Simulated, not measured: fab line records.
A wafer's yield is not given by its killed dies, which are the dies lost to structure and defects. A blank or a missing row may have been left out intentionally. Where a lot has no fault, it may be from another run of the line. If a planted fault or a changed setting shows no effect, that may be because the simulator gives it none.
Which of the tools did it? ; flow sky130 ; Sampling: 14 lots, 42 wafers, 4 of 708 route steps

## WHAT EACH GAUGE READ, for each wafer
SKY_FIELD_ISO_THK_MEAS_04. Usual: FIELD_ISO_CVD_03_THK gives 166.5 nm (standard deviation 1.2).
lot;measured;on;FIELD_ISO_CVD_03_THK (nm);flag
L372;day 1 14:34;film-metro-01;168.8 167.7 169.2;
L373;day 1 21:24;film-metro-03;165.7 166.2 166.5;
L374;day 2 02:35;film-metro-02;164.2 165.5 165.4;
L376;day 2 13:26;film-metro-02;167.8 167.7 165.1;
L377;day 2 16:35;film-metro-01;165.9 164.8 167.5;
L378;day 2 22:24;film-metro-01;166.2 167.6 165.1;
L380;day 3 06:14;film-metro-02;165.3 166.0 165.5;
L382;day 3 17:35;film-metro-03;165.1 167.7 168.7;
L387;day 4 17:29;film-metro-02;167.1 168.2 168.8;
L388;day 4 23:45;film-metro-01;165.7 165.9 165.7;
L392;day 5 19:10;film-metro-02;168.2 167.9 168.7;
L393;day 5 23:23;film-metro-02;167.7 166.5 166.1;
L394;day 6 04:25;film-metro-03;166.3 165.4 167.0;
L395;day 6 09:49;film-metro-03;167.2 165.5 166.5;

SKY_NWELL_TW_MEAS_15. Usual: NWELL_TW gives 1796 (standard deviation 8.7).
lot;measured;on;NWELL_TW;flag
L372;day 4 19:34;film-metro-01;1800 1803 1797;
L373;day 5 00:43;film-metro-04;1796 1792 1788;
L374;day 5 04:52;film-metro-02;1804 1799 1806;
L376;day 5 14:58;film-metro-04;1798 1798 1795;
L377;day 5 20:10;film-metro-01;1799 1793 1790;
L378;day 6 01:34;film-metro-01;1794 1787 1792;
L380;day 6 14:55;film-metro-02;1790 1799 1795;
L382;day 7 08:07;film-metro-01;1801 1787 1807;
L387;day 8 05:54;film-metro-01;1798 1817 1797;
L388;day 8 11:25;film-metro-01;1813 1810 1802;
L392;day 9 11:46;film-metro-02;1785 1789 1793;
L393;day 9 16:35;film-metro-01;1779 1784 1789;
L394;day 10 01:16;film-metro-02;1804 1790 1806;
L395;day 10 08:22;film-metro-04;1799 1783 1799;

SKY_VT_ADJUST_PCH_OVL_MEAS_07. Usual: VT_ADJUST_PCH_OVL gives 0.8 nm (standard deviation 1.5).
lot;measured;on;VT_ADJUST_PCH_OVL (nm);flag
L372;day 10 15:20;overlay-02;1.0 -0.5 0.6;
L373;day 11 00:55;overlay-01;-1.0 -1.1 -0.5;
L374;day 11 04:29;overlay-02;1.4 -0.9 1.0;
L376;day 11 16:44;overlay-02;0.7 1.6 2.5;
L377;day 12 00:56;overlay-01;1.7 3.1 3.5;
L378;day 12 08:32;overlay-02;-0.3 -0.6 1.0;
L380;day 12 23:44;overlay-01;1.6 1.2 1.5;
L382;day 13 22:44;overlay-01;0.8 0.7 0.9;
L387;day 15 04:35;overlay-01;1.1 2.3 2.0;
L388;day 15 08:34;overlay-02;2.3 3.7 2.6;
L392;day 16 15:20;overlay-01;0.8 -1.0 1.7;
L393;day 16 22:38;overlay-01;0.8 1.9 4.1;
L394;day 17 11:14;overlay-01;2.6 2.2 2.6;
L395;day 17 19:23;overlay-02;-1.8 -3.4 -3.0;

## WHAT TOOL EACH LOT RAN ON (gives the tool, then ch and the chambers of the sampled wafers, and finally the start)
lot;SKY_NWELL_SOFTBAKE_06
L372;litho-track-01 ch 0, day 4 10:07
L373;litho-track-04 ch 0, day 4 15:10
L374;litho-track-01 ch 0, day 4 19:28
L376;litho-track-04 ch 0, day 5 05:21
L377;litho-track-01 ch 0, day 5 10:16
L378;litho-track-04 ch 0, day 5 16:27
L380;litho-track-04 ch 0, day 6 04:28
L382;litho-track-04 ch 0, day 6 20:58
L387;litho-track-01 ch 0, day 7 18:49
L388;litho-track-04 ch 0, day 8 00:19
L392;litho-track-01 ch 0, day 9 00:07
L393;litho-track-01 ch 0, day 9 04:56
L394;litho-track-03 ch 0, day 9 13:35
L395;litho-track-03 ch 0, day 9 20:42
- SKY_NWELL_SOFTBAKE_06

## WHAT THE TOOLS THEMSELVES READ (means of the sampled wafers that have a number; where no wafer has one, the mark that the record gives instead)
SKY_NWELL_SOFTBAKE_06. Usual: heater-power-total-W 65.30 W, standard deviation 0.14; plate-temp-C 110.02 C, standard deviation 0.15.
lot;tool;heater-power-total-W (W);plate-temp-C (C);flag
L372;litho-track-01;65.22;110.20;
L373;litho-track-04;65.20;109.89;
L374;litho-track-01;65.24;109.96;
L376;litho-track-04;65.41;109.96;
L377;litho-track-01;65.30;110.02;
L378;litho-track-04;65.24;109.91;
L380;litho-track-04;65.30;110.07;
L382;litho-track-04;66.18;111.16;OFF
L387;litho-track-01;65.19;109.83;
L388;litho-track-04;66.16;111.23;OFF
L392;litho-track-01;65.35;110.26;
L393;litho-track-01;65.27;110.08;
L394;litho-track-03;65.33;110.15;
L395;litho-track-03;65.33;109.96;

## THE ANSWER, worked out from the rows above alone
Rule: a lot is off if the mean of its wafers that have a number lies more than 3 standard deviations from the usual mean. Also off: a lot with no number at a reading for which 4 or more lots have one. Any other lot the step has rows for is counted as sound. Order of review: gauges by route order, followed by the tools' own readings, for which a lot's mean as printed above is used. The first step at which some lot is off is used, and at that step the reading that is off furthest; a lot without a number counts as furthest.
Off, at SKY_NWELL_SOFTBAKE_06 on plate-temp-C: L382, L388.
A tool fits if, at that step or a process step before it, it ran every lot that is off, and no sound lot after the first of them. One fits: SKY_NWELL_SOFTBAKE_06 on litho-track-04. A fault onset in the window from L380 (day 6 04:28, its last sound lot) to L382 (day 6 20:58, its first lot off) fits.
The tool's own readings at SKY_NWELL_SOFTBAKE_06 bear it out: on the lots that are off they differ by more than 5 times the standard deviation of the sound lots' means. heater-power-total-W reads 66.17 W there against 65.28 W on the sound lots; plate-temp-C reads 111.19 C there against 110.02 C on the sound lots.

## WHAT THE SIMULATOR HAD INSERTED
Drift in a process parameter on litho-track-04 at SKY_NWELL_SOFTBAKE_06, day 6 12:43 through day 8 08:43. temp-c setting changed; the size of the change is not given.
Lots struck among those shown: L382, L388. The rule given above showed the same thing.
